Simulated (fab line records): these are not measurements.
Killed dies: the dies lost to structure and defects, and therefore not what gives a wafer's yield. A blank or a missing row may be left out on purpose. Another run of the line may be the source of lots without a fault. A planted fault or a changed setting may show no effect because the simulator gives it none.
A lot that was struck, set against a sound lot | flow sky130 | 28 out of 708 route steps
Sound: the wafers L234.1, L234.5, L234.6. Struck: wafers L245.2, L245.5, L245.6. The cause is named last.
Order at every step that has rows: each side's tool, ch and its chambers, its first start. Under that, the readings that differ: sound wafers | struck wafers | difference of the means | sigmas: that difference in standard deviations of wafers without a fault.
alike: same words and numbers on both sides, and readings whose means sit less than 2 such deviations apart. not compared: any withheld reading, any reading some wafer has no value for, any bound like >300 that may hide the same value, and any number with overlapping values for which the record gives no deviation.
A row with sigmas, a row that says differs or no value, or rows on one side alone: a step with any of these is where the two part. Numbers that don't overlap but have no deviation are shown without sigmas and don't part them. Lack of a reading on every wafer of one side parts them only where that side has two or more wafers.

first, 5 steps without rows for these wafers: SKY_SONOS_ONO_COAT_08 (resist thk 1140 nm); SKY_SONOS_ONO_SOFTBAKE_09 (time 60 s); SKY_SONOS_ONO_EXPOSE_10 (exposes mask ONOM, target cd 410 nm); SKY_SONOS_ONO_PEB_11; SKY_SONOS_ONO_DEVELOP_12 (develop time 60 s).
SKY_SONOS_ONO_CD_MEAS_13: the cd target is 410 nm.
  sound on cdSem-02, day 12 12:50; struck on cdSem-01, day 17 01:14
  alike: cdNm
SKY_SONOS_ONO_OVL_MEAS_14:
  sound on overlay-01, day 12 12:58; struck on overlay-02, day 17 01:20
  alike: SONOS_ONO_OVL
SKY_SONOS_ONO_ETCH_15: etches the open film in CHF3/O2, target depth 19.52 nm, time 7.8 s.
  sound on rieDiel-01 ch 0,3, day 12 13:00; struck on rieDiel-04 ch 0,3, day 17 01:22
  alike: drypumpMotorCurrentA, oesProductAu, throttleValvePct
  not compared: rfHoursCounterH
then, 1 step without rows for these wafers: SKY_SONOS_ONO_WET_ETCH_16 (etches SiO2 in dHF, target depth 14 nm, time 280 s).
SKY_SONOS_ONO_STRIP_17: strips in O2/N2.
  sound on plasmaAsher-01 ch 0,1, day 12 13:06; struck on plasmaAsher-01 ch 0,1, day 17 01:29
  alike: drypumpMotorCurrentA, n2FlowSccm, oesProductAu, stripTimeToEndpointS
  not compared: rfHoursCounterH
then, 2 steps without rows for these wafers: SKY_SONOS_ONO_WET_ETCH_18 (etches Si3N4 in H3PO4, target depth 15 nm, time 172 s); SKY_GATE_OXIDE_CLEAN_00 (cleans in SC1/SC2, time 150 s).
SKY_GATE_OXIDE_OXIDATION_01: stabilise 600 s, purge 300 s, target thk 10.268 nm.
  sound on furnace-01 ch 0, day 12 14:29; struck on furnace-02 ch 0, day 17 04:32
reading                                          | sound             | struck            | difference | sigmas
model.SiO2_of_GATE_OXIDE_OXIDATION_01.thkNm (nm) | 10.31 10.45 10.58 | 9.444 9.281 9.362 | -1.084     | 
SKY_GATE_OXIDE_THK_MEAS_02:
  sound on filmMetro-01, day 12 15:54; struck on filmMetro-04, day 17 06:11
reading                          | sound             | struck         | difference | sigmas
GATE_OXIDE_OXIDATION_00_THK (nm) | 10.27 10.49 10.58 | 9.46 9.26 9.34 | -1.09      | -5
  not compared: hold
then, 6 steps without rows for these wafers: SKY_GATE_OXIDE_HMDS_04 (prime time 60 s); SKY_GATE_OXIDE_COAT_05 (resist thk 1140 nm); SKY_GATE_OXIDE_SOFTBAKE_06 (time 60 s); SKY_GATE_OXIDE_EXPOSE_07 (exposes mask LVOM, target cd 600 nm); SKY_GATE_OXIDE_PEB_08; SKY_GATE_OXIDE_DEVELOP_09 (develop time 60 s).
SKY_GATE_OXIDE_OVL_MEAS_10:
  sound on overlay-02, day 13 16:38; struck on overlay-01, day 18 12:12
reading             | sound       | struck         | difference | sigmas
GATE_OXIDE_OVL (nm) | 2.0 3.7 1.0 | -2.2 -0.4 -0.5 | -3.3       | -2
then, 2 steps without rows for these wafers: SKY_GATE_OXIDE_IMPLANT_11; SKY_GATE_OXIDE_WET_ETCH_12 (etches SiO2 in dHF, target depth 16.8 nm, time 336 s).
SKY_GATE_OXIDE_STRIP_13: strips in O2/N2.
  sound on plasmaAsher-04 ch 0,1, day 13 16:56; struck on plasmaAsher-01 ch 0,1, day 18 12:29
  alike: drypumpMotorCurrentA, n2FlowSccm, oesProductAu, stripTimeToEndpointS
  not compared: rfHoursCounterH
SKY_GATE_OXIDE_TW_MEAS_14:
  sound on filmMetro-04, day 13 17:02; struck on filmMetro-01, day 18 12:49
  alike: GATE_OXIDE_TW
  not compared: hold
SKY_GATE_OXIDE_OXIDATION_16: stabilise 600 s, purge 300 s, target thk 3.57 nm.
  sound on furnace-02 ch 0, day 13 18:28; struck on furnace-01 ch 0, day 18 14:32
reading                                          | sound             | struck            | difference | sigmas
model.SiO2_of_GATE_OXIDE_OXIDATION_01.thkNm (nm) | 11.68 11.81 11.91 | 10.83 10.64 10.77 | -1.05      | 
then, 1 step without rows for these wafers: SKY_POLY_GATE_CVD_00 (deposits poly-Si, target thk 180 nm, time 720 s).
-- here the record skips 30 days between the struck wafers' starts before and after, leaving off in module POLY_GATE and picking up in module PAD_OPEN (first step shown: number 708 of the route) --
SKY_PAD_OPEN_PROBE_99:
  sound on prober-01, day 45 13:47; struck on prober-02, day 49 00:37
reading                             | sound                         | struck                        | difference | sigmas
model.etest.nfet_16v.rOnOhmUm       | 1.422e+04 1.415e+04 1.435e+04 | 1.359e+04 1.343e+04 1.359e+04 | -7.033e+02 | 
model.etest.pfetG5v0d10v5.rOnOhmUm  | 4800 4809 4845                | 4695 4531 4603                | -208       | 
model.etest.tipSonos.rsOhmSq        | 2670 2788 2765                | 2552 2471 2512                | -229       | 
model.etest.nfetG5v0d10v5.rOnOhmUm  | 1915 1917 1940                | 1830 1804 1815                | -108       | 
model.etest.nfetG5v0d10v5.driveUaUm | 603 599.6 590                 | 643.8 655.3 650.1             | +52.2      | 
model.etest.nfet_05v0_nvt.driveUaUm | 571.5 567.7 559.8             | 609.4 624.1 614.3             | +49.6      | 
model.etest.pfetG5v0d10v5.driveUaUm | 341.7 335.6 335.9             | 355.8 365.6 359.1             | +22.4      | 
model.etest.nfet_16v.driveUaUm      | 220.2 218.8 216.5             | 238.5 246.8 243.2             | +24.3      | 

== WHERE THEY PART ==
At SKY_GATE_OXIDE_THK_MEAS_02 first; at SKY_GATE_OXIDE_OVL_MEAS_10 last (within this record only). Later steps at which nothing parts them and some readings are alike: SKY_GATE_OXIDE_STRIP_13, SKY_GATE_OXIDE_TW_MEAS_14.

WHY: what the simulator had put in
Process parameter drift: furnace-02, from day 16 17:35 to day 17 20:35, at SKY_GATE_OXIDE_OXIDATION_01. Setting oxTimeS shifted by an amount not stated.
